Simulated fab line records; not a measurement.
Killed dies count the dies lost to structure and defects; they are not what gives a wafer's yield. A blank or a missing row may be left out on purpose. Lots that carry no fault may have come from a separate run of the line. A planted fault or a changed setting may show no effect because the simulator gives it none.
Chamber matching || flow sky130 || SKY_PASSIVATION_CVD_02 on pecvd-04: 3 sister chambers
The step deposits Si3N4, target thk 540 nm. 3 wafers are shown with their chamber, then 11 later ones without.

## EACH WAFER AND ITS CHAMBER
{"wafer": "L087.2", "chamber": 0, "heater power w (W)": 595}
{"wafer": "L088.4", "chamber": 2, "heater power w (W)": 701}
{"wafer": "L089.2", "chamber": 1, "heater power w (W)": 751}

## WAFERS WHOSE CHAMBER IS MISSING
{"wafer": "L089.3", "heater power w (W)": 631}
{"wafer": "L089.4", "heater power w (W)": 651}
{"wafer": "L091.2", "heater power w (W)": 671}
{"wafer": "L091.4", "heater power w (W)": 681}
{"wafer": "L091.5", "heater power w (W)": 673}
{"wafer": "L094.1", "heater power w (W)": 732}
{"wafer": "L094.2", "heater power w (W)": 628}
{"wafer": "L094.6", "heater power w (W)": 749}
{"wafer": "L097.3", "heater power w (W)": 634}
{"wafer": "L097.4", "heater power w (W)": 605}
{"wafer": "L097.5", "heater power w (W)": 774}

## WHICH CHAMBER EACH WENT THROUGH
{"wafer": "L089.3", "from the rows above": "can't be placed: 0 or 2", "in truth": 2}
{"wafer": "L089.4", "from the rows above": "can't be placed: 2 or 0 or 1", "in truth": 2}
{"wafer": "L091.2", "from the rows above": "can't be placed: 2 or 0 or 1", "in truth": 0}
{"wafer": "L091.4", "from the rows above": "can't be placed: 2 or 1", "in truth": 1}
{"wafer": "L091.5", "from the rows above": "can't be placed: 2 or 0 or 1", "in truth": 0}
{"wafer": "L094.1", "from the rows above": "can't be placed: 1 or 2", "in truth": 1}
{"wafer": "L094.2", "from the rows above": "can't be placed: 0 or 2", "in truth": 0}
{"wafer": "L094.6", "from the rows above": "can't be placed: 1 or 2", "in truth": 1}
{"wafer": "L097.3", "from the rows above": "can't be placed: 0 or 2", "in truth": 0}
{"wafer": "L097.4", "from the rows above": 0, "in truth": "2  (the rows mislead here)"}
{"wafer": "L097.5", "from the rows above": "can't be placed: 1 or 2", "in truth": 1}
Correctly placed: 0 of 11. Cannot be placed on the basis of these rows: 10; the candidates contain the true chamber in 10. Placed wrongly: 1.
How it was worked out, from the rows above alone: a wafer's distance from a chamber is the root of the sum, over the readings, of the square of ((its reading less the chamber's mean) divided by the reading's scatter). The wafer belongs to the nearest chamber; if the next one is less than 2 further off, it can't be placed. For every chamber, the mean is computed from those of its wafers that are shown. The scatter (one wafer shown for each chamber): square how far every hidden wafer sits from the nearest shown wafer, average those squares and take the square root.
